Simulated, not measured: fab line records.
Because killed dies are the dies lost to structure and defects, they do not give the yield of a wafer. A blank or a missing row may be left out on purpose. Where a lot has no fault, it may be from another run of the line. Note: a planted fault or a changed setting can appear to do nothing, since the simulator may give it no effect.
Commonality check across tools ; flow gf180mcu ; Lots sampled 12, wafers sampled 36

REASON FOR OPENING
2 of 12 lots carry a flag on the reading HV_LDD_RS at GF_HV_LDD_RS_MEAS_53. Fault-free wafers read 418.7 ohm/sq, with a standard deviation of 0.79.
Rule: a lot gets a flag if all its wafers with a number sit over 4 standard deviations from that mean, or if no wafer of it has a number. The rest of the lots are taken to be sound.

lot;measured;on;HV_LDD_RS (ohm/sq), wafer by wafer;flag
L517;day 12 14:31;film-metro-03;418.0 418.9 416.6;
L518;day 12 22:49;film-metro-01;418.6 419.7 419.8;
L522;day 14 15:07;film-metro-04;417.9 417.4 417.8;
L521;day 14 15:13;film-metro-01;418.0 417.3 418.2;
L523;day 15 02:21;film-metro-01;419.7 419.6 419.4;
L527;day 16 07:44;film-metro-04;417.6 417.6 418.7;
L528;day 16 09:57;film-metro-01;419.6 419.2 418.1;
L533;day 17 21:09;film-metro-01;420.3 419.2 419.1;
L534;day 18 07:34;film-metro-04;436.9 436.4 436.7;FLAGGED
L535;day 18 19:47;film-metro-03;435.8 437.4 436.5;FLAGGED
L537;day 19 09:19;film-metro-03;419.2 419.4 419.2;
L539;day 20 04:34;film-metro-04;419.8 420.4 418.9;
Average over the flagged lots: 436.6 ohm/sq; offset from the usual +17.9 ohm/sq, equal to +23 standard deviations.

LOT BY LOT: THE TOOL USED
2 process steps preceding the reading are held in the record, out of 602 steps in the route. In each cell: the tool, then ch and the chambers that the sampled wafers went through, then the start.
lot;flag;GF_HV_LDD_STRIP_10;GF_HV_LDD_IMPLANT_35
L517;;plasma-asher-02 ch 0,1, day 10 06:20;implanter-03 ch 0, day 11 18:46
L518;;plasma-asher-01 ch 0,1, day 10 13:50;implanter-03 ch 0, day 12 03:10
L522;;plasma-asher-02 ch 0, day 12 01:04;implanter-03 ch 0, day 13 17:34
L521;;plasma-asher-01 ch 0,1, day 12 01:13;implanter-04 ch 0, day 13 17:45
L523;;plasma-asher-02 ch 0,1, day 12 10:56;implanter-02 ch 0, day 14 04:05
L527;;plasma-asher-01 ch 0, day 13 14:13;implanter-03 ch 0, day 15 08:36
L528;;plasma-asher-03 ch 0,1, day 13 16:22;implanter-02 ch 0, day 15 11:11
L533;;plasma-asher-02 ch 0,1, day 15 01:01;implanter-03 ch 0, day 16 21:19
L534;FLAGGED;plasma-asher-01 ch 0,1, day 15 09:55;implanter-03 ch 0, day 17 07:08
L535;FLAGGED;plasma-asher-03 ch 0,1, day 15 21:58;implanter-03 ch 0, day 17 19:03
L537;;plasma-asher-03 ch 0, day 16 10:22;implanter-04 ch 0, day 18 08:31
L539;;plasma-asher-01 ch 0,1, day 17 04:14;implanter-04 ch 0, day 19 04:04
What is done by these steps:
- GF_HV_LDD_STRIP_10: strips in O2/N2.
- GF_HV_LDD_IMPLANT_35
- GF_HV_LDD_RS_MEAS_53: measures by four-point-probe.

FLAGGED OVER TOTAL, TOOL BY TOOL (the gauges that took the reading come last)
step;tool;lots run;flagged;share of the flagged lots;sound lots run after its first flagged lot
GF_HV_LDD_STRIP_10;plasma-asher-01;5;1;some;1 (L539)
GF_HV_LDD_STRIP_10;plasma-asher-02;4;0;none;-
GF_HV_LDD_STRIP_10;plasma-asher-03;3;1;some;1 (L537)
GF_HV_LDD_IMPLANT_35;implanter-02;2;0;none;-
GF_HV_LDD_IMPLANT_35;implanter-03;7;2;all;0
GF_HV_LDD_IMPLANT_35;implanter-04;3;0;none;-
GF_HV_LDD_RS_MEAS_53;film-metro-01;5;0;none;-
GF_HV_LDD_RS_MEAS_53;film-metro-03;3;1;some;1 (L537)
GF_HV_LDD_RS_MEAS_53;film-metro-04;4;1;some;1 (L539)

THE TABLE: WHAT IT ALLOWS
1 row of the table ran every flagged lot: implanter-03 at GF_HV_LDD_IMPLANT_35.
- implanter-03 at GF_HV_LDD_IMPLANT_35 ran 7 lots, 2 of them flagged. Its last sound lot is L533 (day 16 21:19), its first flagged lot L534 (day 17 07:08): a fault that began between those two fits. Its own readings lie more than 4 standard deviations out on every wafer of the flagged lots: dose-ions-cm2, faraday-current-uA.
What remains is a single tool, implanter-03 at GF_HV_LDD_IMPLANT_35.

WHAT HAD BEEN PUT IN BY THE SIMULATOR
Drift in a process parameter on implanter-03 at GF_HV_LDD_IMPLANT_35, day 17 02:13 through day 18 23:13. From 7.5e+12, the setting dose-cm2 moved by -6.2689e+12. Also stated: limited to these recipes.
Shown lots that were struck: L534, L535. The same result came from the rule above.
